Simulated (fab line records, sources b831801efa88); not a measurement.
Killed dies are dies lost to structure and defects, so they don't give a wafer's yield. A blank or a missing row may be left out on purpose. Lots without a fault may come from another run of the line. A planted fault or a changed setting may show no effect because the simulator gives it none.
Chamber matching | flow sfq_line | SFQ_TRILAYER_I7_VIA_ETCH_VIA_ETCH_190 on rie_diel-03: 4 sister chambers
The step etches SiO2 in CHF3, stops on Nb, target depth 260 nm. 14 wafers are shown with their chamber, then 6 later ones without.

WAFERS WITH THEIR CHAMBER
wafer  | chamber | drypump_motor_current_A (A) | oes_product_au (a.u.) | rf_fwd_power_W (W)
L125.2 | 0       | 6.3                         | 0.851                 | 497.8
L125.3 | 2       | 6.3                         | 0.848                 | 497.6
L125.6 | 0       | 6.3                         | 0.863                 | 501.5
L126.2 | 1       | 6.4                         | 0.851                 | 496.2
L126.3 | 0       | 6.3                         | 0.861                 | 498.0
L126.6 | 2       | 6.3                         | 0.854                 | 498.4
L128.3 | 2       | 6.3                         | 0.858                 | 497.9
L128.5 | 3       | 4.9                         | 0.862                 | 498.0
L128.6 | 2       | 6.3                         | 0.857                 | 497.6
L133.1 | 2       | 6.2                         | 0.857                 | 501.5
L133.2 | 1       | 6.4                         | 0.864                 | 498.2
L133.6 | 1       | 6.4                         | 0.847                 | 498.6
L135.1 | 0       | 6.3                         | 0.850                 | 500.0
L135.3 | 1       | 6.3                         | 0.846                 | 497.5

SIGNATURES (means of the wafers above)
reading                 | chamber 0 | chamber 1 | chamber 2 | chamber 3 | scatter within a chamber
drypump_motor_current_A | 6.300     | 6.375     | 6.280     | 4.900     | 0.0394
oes_product_au          | 0.85625   | 0.85200   | 0.85480   | 0.86200   | 0.00638
rf_fwd_power_W          | 499.325   | 497.625   | 498.600   | 498.000   | 1.53
Rule: a wafer's distance from a chamber is the root of the sum, over the readings, of the square of ((its reading less the chamber's mean) divided by the reading's scatter). The wafer belongs to the nearest chamber; if the next one is less than 2 further off, it can't be placed. The scatter: the root of (the sum of the squares of (reading less its chamber's mean) over the shown wafers, divided by (wafers less chambers)).

WAFERS WITHOUT THEIR CHAMBER
wafer  | drypump_motor_current_A (A) | oes_product_au (a.u.) | rf_fwd_power_W (W)
L135.5 | 6.3                         | 0.842                 | 496.7
L141.1 | 6.3                         | 0.848                 | 495.4
L141.4 | 4.9                         | 0.852                 | 498.3
L146.3 | 6.3                         | 0.856                 | 497.6
L146.4 | 6.2                         | 0.860                 | 497.3
L146.6 | 6.3                         | 0.847                 | 499.1

WHICH CHAMBER EACH WENT THROUGH
wafer  | from the rows above          | in truth
L135.5 | can't be placed: 2 or 1 or 0 | 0
L141.1 | can't be placed: 2 or 1 or 0 | 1
L141.4 | 3                            | 3
L146.3 | can't be placed: 2 or 0 or 1 | 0
L146.4 | can't be placed: 2 or 0      | 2
L146.6 | can't be placed: 2 or 0 or 1 | 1
Placed correctly: 1 of 6. Can't be placed from these rows: 5 (the true chamber is among the candidates in 5). Placed wrongly: 0.
